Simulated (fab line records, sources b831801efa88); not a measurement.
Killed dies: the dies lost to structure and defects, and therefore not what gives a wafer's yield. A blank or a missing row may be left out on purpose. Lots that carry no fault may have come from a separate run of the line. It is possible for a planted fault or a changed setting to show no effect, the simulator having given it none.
Which tool is to blame? / flow gf180mcu / 36 wafers from 12 lots sampled at 5 of the route's 602 steps

## WHAT THE GAUGES SHOWED, per wafer
GF_POLY_GATE_THK_MEAS_17.
lot=L457; measured=day 9 04:09; on=filmMetro-03; POLY_GATE_OXIDATION_THK (nm)=3.95 3.94 3.99
lot=L458; measured=day 9 10:01; on=filmMetro-01; POLY_GATE_OXIDATION_THK (nm)=3.89 3.92 3.88
lot=L459; measured=day 9 18:31; on=filmMetro-04; POLY_GATE_OXIDATION_THK (nm)=4.01 4.07 3.97
lot=L463; measured=day 11 04:47; on=filmMetro-01; POLY_GATE_OXIDATION_THK (nm)=3.96 3.85 3.95
lot=L466; measured=day 12 00:24; on=filmMetro-01; POLY_GATE_OXIDATION_THK (nm)=2.89 2.95 2.95 2.94 2.93 2.98
lot=L468; measured=day 12 16:53; on=filmMetro-04; POLY_GATE_OXIDATION_THK (nm)=2.89 2.96 3.00 2.94 2.99 3.07
lot=L471; measured=day 13 19:46; on=filmMetro-03; POLY_GATE_OXIDATION_THK (nm)=3.90 3.94 3.90
lot=L473; measured=day 14 12:44; on=filmMetro-03; POLY_GATE_OXIDATION_THK (nm)=4.06 4.00 4.06
lot=L476; measured=day 15 05:10; on=filmMetro-01; POLY_GATE_OXIDATION_THK (nm)=3.94 3.85 3.83
lot=L477; measured=day 15 06:23; on=filmMetro-01; POLY_GATE_OXIDATION_THK (nm)=3.99 3.90 3.95
lot=L478; measured=day 15 14:53; on=filmMetro-01; POLY_GATE_OXIDATION_THK (nm)=3.94 3.94 3.96
lot=L480; measured=day 16 00:46; on=filmMetro-03; POLY_GATE_OXIDATION_THK (nm)=3.88 3.81 3.90

GF_M2_RS_MEAS_05: uses a four-point probe to measure.
lot=L457; measured=day 17 22:10; on=filmMetro-03; M2_ALCU_RS (ohm/sq)=0.0694 0.0693 0.0692
lot=L458; measured=day 18 05:19; on=filmMetro-04; M2_ALCU_RS (ohm/sq)=0.0690 0.0712 0.0702
lot=L459; measured=day 18 18:38; on=filmMetro-04; M2_ALCU_RS (ohm/sq)=0.0696 0.0712 0.0707
lot=L463; measured=day 20 13:14; on=filmMetro-03; M2_ALCU_RS (ohm/sq)=0.0696 0.0697 0.0695
lot=L466; measured=day 21 19:23; on=filmMetro-03; M2_ALCU_RS (ohm/sq)=0.0698 0.0685 0.0696
lot=L468; measured=day 22 12:45; on=filmMetro-03; M2_ALCU_RS (ohm/sq)=0.0699 0.0700 0.0706
lot=L471; measured=day 23 18:52; on=filmMetro-01; M2_ALCU_RS (ohm/sq)=0.0691 0.0701 0.0702
lot=L473; measured=day 24 11:29; on=filmMetro-01; M2_ALCU_RS (ohm/sq)=0.0702 0.0702 0.0694
lot=L476; measured=day 25 06:20; on=filmMetro-03; M2_ALCU_RS (ohm/sq)=0.0697 0.0696 0.0694
lot=L477; measured=day 25 06:43; on=filmMetro-04; M2_ALCU_RS (ohm/sq)=0.0696 0.0693 0.0699
lot=L478; measured=day 25 16:46; on=filmMetro-03; M2_ALCU_RS (ohm/sq)=0.0697 0.0702 0.0703
lot=L480; measured=day 26 02:34; on=filmMetro-01; M2_ALCU_RS (ohm/sq)=0.0695 0.0689 0.0694

GF_V2_THK_MEAS_03.
lot=L457; measured=day 18 22:07; on=filmMetro-02; V2_CVD_02_THK (nm)=843 854 855
lot=L458; measured=day 19 06:23; on=filmMetro-03; V2_CVD_02_THK (nm)=839 852 852
lot=L459; measured=day 19 20:03; on=filmMetro-02; V2_CVD_02_THK (nm)=825 843 849
lot=L463; measured=day 21 14:10; on=filmMetro-03; V2_CVD_02_THK (nm)=843 866 861
lot=L466; measured=day 22 19:28; on=filmMetro-04; V2_CVD_02_THK (nm)=837 858 848
lot=L468; measured=day 23 11:52; on=filmMetro-03; V2_CVD_02_THK (nm)=846 859 857
lot=L471; measured=day 24 17:55; on=filmMetro-03; V2_CVD_02_THK (nm)=837 838 867
lot=L473; measured=day 25 09:49; on=filmMetro-03; V2_CVD_02_THK (nm)=832 825 843
lot=L476; measured=day 26 04:30; on=filmMetro-02; V2_CVD_02_THK (nm)=850 853 851
lot=L477; measured=day 26 05:18; on=filmMetro-04; V2_CVD_02_THK (nm)=831 849 861
lot=L478; measured=day 26 15:08; on=filmMetro-02; V2_CVD_02_THK (nm)=843 860 844
lot=L480; measured=day 26 23:56; on=filmMetro-02; V2_CVD_02_THK (nm)=839 823 853

GF_V2_BOW_MEAS_05.
lot=L457; measured=day 18 22:29; on=filmMetro-02; V2_BOW (um)=116 109 111
lot=L458; measured=day 19 07:01; on=filmMetro-04; V2_BOW (um)=101 95 92
lot=L459; measured=day 19 20:25; on=filmMetro-04; V2_BOW (um)=87 90 93
lot=L463; measured=day 21 14:32; on=filmMetro-04; V2_BOW (um)=100 111 105
lot=L466; measured=day 22 19:50; on=filmMetro-02; V2_BOW (um)=94 95 106
lot=L468; measured=day 23 12:14; on=filmMetro-04; V2_BOW (um)=98 96 95
lot=L471; measured=day 24 18:16; on=filmMetro-02; V2_BOW (um)=96 107 97
lot=L473; measured=day 25 10:10; on=filmMetro-04; V2_BOW (um)=102 101 79
lot=L476; measured=day 26 04:56; on=filmMetro-02; V2_BOW (um)=84 103 90
lot=L477; measured=day 26 05:40; on=filmMetro-02; V2_BOW (um)=105 108 107
lot=L478; measured=day 26 15:31; on=filmMetro-02; V2_BOW (um)=100 90 107
lot=L480; measured=day 27 00:19; on=filmMetro-03; V2_BOW (um)=84 103 95

## EACH LOT AND THE TOOL THAT RAN IT (in order: tool; ch and the chambers of the sampled wafers; start)
lot=L457; GF_POLY_GATE_OXIDATION_16=furnace-01 ch 0, day 9 02:53
lot=L458; GF_POLY_GATE_OXIDATION_16=furnace-01 ch 0, day 9 08:45
lot=L459; GF_POLY_GATE_OXIDATION_16=furnace-02 ch 0, day 9 17:13
lot=L463; GF_POLY_GATE_OXIDATION_16=furnace-01 ch 0, day 11 03:32
lot=L466; GF_POLY_GATE_OXIDATION_16=furnace-01 ch 0, day 11 23:08
lot=L468; GF_POLY_GATE_OXIDATION_16=furnace-01 ch 0, day 12 15:37
lot=L471; GF_POLY_GATE_OXIDATION_16=furnace-02 ch 0, day 13 18:31
lot=L473; GF_POLY_GATE_OXIDATION_16=furnace-02 ch 0, day 14 11:29
lot=L476; GF_POLY_GATE_OXIDATION_16=furnace-01 ch 0, day 15 03:53
lot=L477; GF_POLY_GATE_OXIDATION_16=furnace-01 ch 0, day 15 05:08
lot=L478; GF_POLY_GATE_OXIDATION_16=furnace-01 ch 0, day 15 13:37
lot=L480; GF_POLY_GATE_OXIDATION_16=furnace-02 ch 0, day 15 23:30
- GF_POLY_GATE_OXIDATION_16: stabilise 600 s, purge 300 s, target thk 4 nm.

## AS READ BY THE TOOLS THEMSELVES (means over the sampled wafers that have a number; for cases with no such wafer, the mark the record gives instead)
GF_POLY_GATE_OXIDATION_16.
lot=L457; tool=furnace-01; spikeTcBottomC (C)=865.8; spikeTcCentreC (C)=851.3; spikeTcLowerC (C)=851.1; spikeTcTopC (C)=864.8; spikeTcUpperC (C)=849.8; zonePowerLowerPct (%)=15.39; zonePowerTopPct (%)=30.9; zonePowerUpperPct (%)=17.63
lot=L458; tool=furnace-01; spikeTcBottomC (C)=867.4; spikeTcCentreC (C)=850.3; spikeTcLowerC (C)=850.0; spikeTcTopC (C)=865.5; spikeTcUpperC (C)=849.6; zonePowerLowerPct (%)=15.41; zonePowerTopPct (%)=30.9; zonePowerUpperPct (%)=17.30
lot=L459; tool=furnace-02; spikeTcBottomC (C)=864.7; spikeTcCentreC (C)=850.3; spikeTcLowerC (C)=848.4; spikeTcTopC (C)=865.8; spikeTcUpperC (C)=849.8; zonePowerLowerPct (%)=15.26; zonePowerTopPct (%)=31.9; zonePowerUpperPct (%)=17.43
lot=L463; tool=furnace-01; spikeTcBottomC (C)=866.9; spikeTcCentreC (C)=850.0; spikeTcLowerC (C)=850.7; spikeTcTopC (C)=865.6; spikeTcUpperC (C)=848.9; zonePowerLowerPct (%)=15.40; zonePowerTopPct (%)=31.3; zonePowerUpperPct (%)=17.54
lot=L466; tool=furnace-01; spikeTcBottomC (C)=845.9; spikeTcCentreC (C)=828.5; spikeTcLowerC (C)=828.9; spikeTcTopC (C)=844.3; spikeTcUpperC (C)=827.1; zonePowerLowerPct (%)=14.65; zonePowerTopPct (%)=29.8; zonePowerUpperPct (%)=16.39
lot=L468; tool=furnace-01; spikeTcBottomC (C)=845.5; spikeTcCentreC (C)=828.4; spikeTcLowerC (C)=829.1; spikeTcTopC (C)=844.2; spikeTcUpperC (C)=827.2; zonePowerLowerPct (%)=14.68; zonePowerTopPct (%)=29.6; zonePowerUpperPct (%)=16.57
lot=L471; tool=furnace-02; spikeTcBottomC (C)=864.7; spikeTcCentreC (C)=849.3; spikeTcLowerC (C)=849.6; spikeTcTopC (C)=865.4; spikeTcUpperC (C)=849.4; zonePowerLowerPct (%)=15.49; zonePowerTopPct (%)=32.0; zonePowerUpperPct (%)=17.52
lot=L473; tool=furnace-02; spikeTcBottomC (C)=864.8; spikeTcCentreC (C)=850.8; spikeTcLowerC (C)=848.8; spikeTcTopC (C)=864.5; spikeTcUpperC (C)=850.3; zonePowerLowerPct (%)=15.51; zonePowerTopPct (%)=31.4; zonePowerUpperPct (%)=17.32
lot=L476; tool=furnace-01; spikeTcBottomC (C)=866.7; spikeTcCentreC (C)=851.5; spikeTcLowerC (C)=850.9; spikeTcTopC (C)=864.8; spikeTcUpperC (C)=850.0; zonePowerLowerPct (%)=15.29; zonePowerTopPct (%)=31.0; zonePowerUpperPct (%)=17.30
lot=L477; tool=furnace-01; spikeTcBottomC (C)=866.9; spikeTcCentreC (C)=850.0; spikeTcLowerC (C)=850.2; spikeTcTopC (C)=864.5; spikeTcUpperC (C)=849.0; zonePowerLowerPct (%)=15.39; zonePowerTopPct (%)=30.8; zonePowerUpperPct (%)=17.36
lot=L478; tool=furnace-01; spikeTcBottomC (C)=866.5; spikeTcCentreC (C)=850.9; spikeTcLowerC (C)=850.3; spikeTcTopC (C)=864.7; spikeTcUpperC (C)=849.7; zonePowerLowerPct (%)=15.34; zonePowerTopPct (%)=31.1; zonePowerUpperPct (%)=17.52
lot=L480; tool=furnace-02; spikeTcBottomC (C)=865.1; spikeTcCentreC (C)=850.8; spikeTcLowerC (C)=848.9; spikeTcTopC (C)=865.5; spikeTcUpperC (C)=849.3; zonePowerLowerPct (%)=15.44; zonePowerTopPct (%)=31.9; zonePowerUpperPct (%)=17.46

## THE ANSWER, worked out from the rows above alone
Rule: usual is defined by the lots themselves. Put in order of their means at a reading, lots are off if they are a third of the lots or fewer, leave a main group of 4 or more, and stand apart from it by a gap of 3 or more times the standard deviation of the main group's means; of several such gaps the widest counts. A main group whose means are all the same, to the digits that the tables above print for the reading, isn't used. Also off: a lot with no number at a reading for which 4 or more lots have one. All remaining lots with rows at the step are treated as sound. First the gauges in route order, then the tools' own readings, where a lot's mean is used as printed above. At the first step where some lot is off, the reading lying furthest off is the one used; lots without a number count as furthest.
Off: L466, L468, at GF_POLY_GATE_THK_MEAS_17 (POLY_GATE_OXIDATION_THK). The main group: mean 3.94 nm, standard deviation 0.054.
A tool fits if, at a process step before that reading, it ran every lot that is off, and no sound lot after the first of them. Not tried: the gauges at GF_POLY_GATE_THK_MEAS_17; whatever is off there is also off at GF_POLY_GATE_OXIDATION_16, on other tools, and gauge error can't account for it. Not one of the candidates tried fits.

## WHAT THE SIMULATOR HAD PUT IN
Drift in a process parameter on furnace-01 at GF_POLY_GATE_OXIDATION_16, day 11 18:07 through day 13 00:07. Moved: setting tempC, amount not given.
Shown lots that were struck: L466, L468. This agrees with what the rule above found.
